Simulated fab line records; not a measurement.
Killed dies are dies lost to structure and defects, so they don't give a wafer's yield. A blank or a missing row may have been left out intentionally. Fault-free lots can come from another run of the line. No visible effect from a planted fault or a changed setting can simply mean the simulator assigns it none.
Problem report, 8D (eight disciplines) form, completed by code | flow sfq line | the parts of the form that need people (team, actions taken, sign-off) are left out

## 1. WHAT IS WRONG
Wafers without a fault read 138.9 s, standard deviation 0.62; run length s at SFQ_TRILAYER_I2_DEP_PECVD_063 reads a mean of 152.4 s on 6 wafers belonging to 2 lots. That is +22 standard deviations from the usual mean.
The step: deposits SiO2 from SiH4/N2O, time 111.11 s, target thk 500 nm.
The first sign was on wafer L692.1 at day 30 14:28, on pecvd-02. Wafers with a number at this step in the record: 42, from 14 lots. Rule for "out" (also "out of limits"): further than 4 standard deviations from the usual mean. The rest of the wafers with a number are treated as sound.

## 2. WHAT IT IS AND WHAT IT IS NOT
question                    | is                     | is not
which readings at this step | run length s           | heater power outer w, heater power w, throttle valve pct
which lots                  | L692, L693             | L675, L677, L679, L680, L681, L682, L683, L686, L687, L695, L696, L698
which wafers of those lots  | all that have a number | -
read on which tools         | pecvd-02               | pecvd-03, pecvd-04
when                        | from day 30 14:28      | up to then (27 sound wafers); but 9 sound wafers of L695, L696, L698 came after

## 3. WHAT RULES OUT EACH SUSPECT
Counting: a tool at a process step up to the reading stays a suspect if it ran every lot that is out and no sound lot after the first of them.
- pecvd-02 at SFQ_TRILAYER_I2_DEP_PECVD_063 (deposits SiO2 from SiH4/N2O, time 111.11 s, target thk 500 nm): kept. All lots that are out passed through it, beginning with L692 at day 30 14:28, and no sound lot followed; its final sound lot before that point was L683 at day 25 20:32. Out on those wafers are its own readings of run length s.
The count leaves pecvd-02 at SFQ_TRILAYER_I2_DEP_PECVD_063.

## 4. THE CAUSE (what the simulator had put in)
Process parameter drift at SFQ_TRILAYER_I2_DEP_PECVD_063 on pecvd-02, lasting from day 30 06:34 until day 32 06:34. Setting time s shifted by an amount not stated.
Counting left only this tool.

## 5. THE EFFECT CHAIN, in route order
Rows list readings where the struck wafers' mean (over those with a number) sits beyond 3 standard deviations from the usual. Readings are gone through only where the record gives a usual standard deviation; hours: the median, over the lots, of the time from a lot's start at the first step in this table giving one to that lot's start at this step; sigmas: the change measured in usual standard deviations.
hours | step                          | reading            | usual   | on struck wafers | change | sigmas
0     | SFQ_TRILAYER_I2_DEP_PECVD_063 | run length s       | 138.9 s | 152.4            | +13.5  | +22
2     | SFQ_TRILAYER_I2_CMP_CMP_064   | time to endpoint s | 212 s   | 257              | +45    | +6.3
The process steps in it:
- SFQ_TRILAYER_I2_DEP_PECVD_063: deposits SiO2 from SiH4/N2O, time 111.11 s, target thk 500 nm.
- SFQ_TRILAYER_I2_CMP_CMP_064: polishes SiO2.
Later measuring or inspecting steps at which every struck wafer that the step has a row for has a number for every such reading, and none has moved that far: SFQ_I2_OVL_MEAS_918.

## 6. HOW IT WOULD HAVE BEEN CAUGHT EARLIER
8 hours passed between the start of the fault at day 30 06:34 and the first reading out of limits in this record, taken at day 30 14:28.
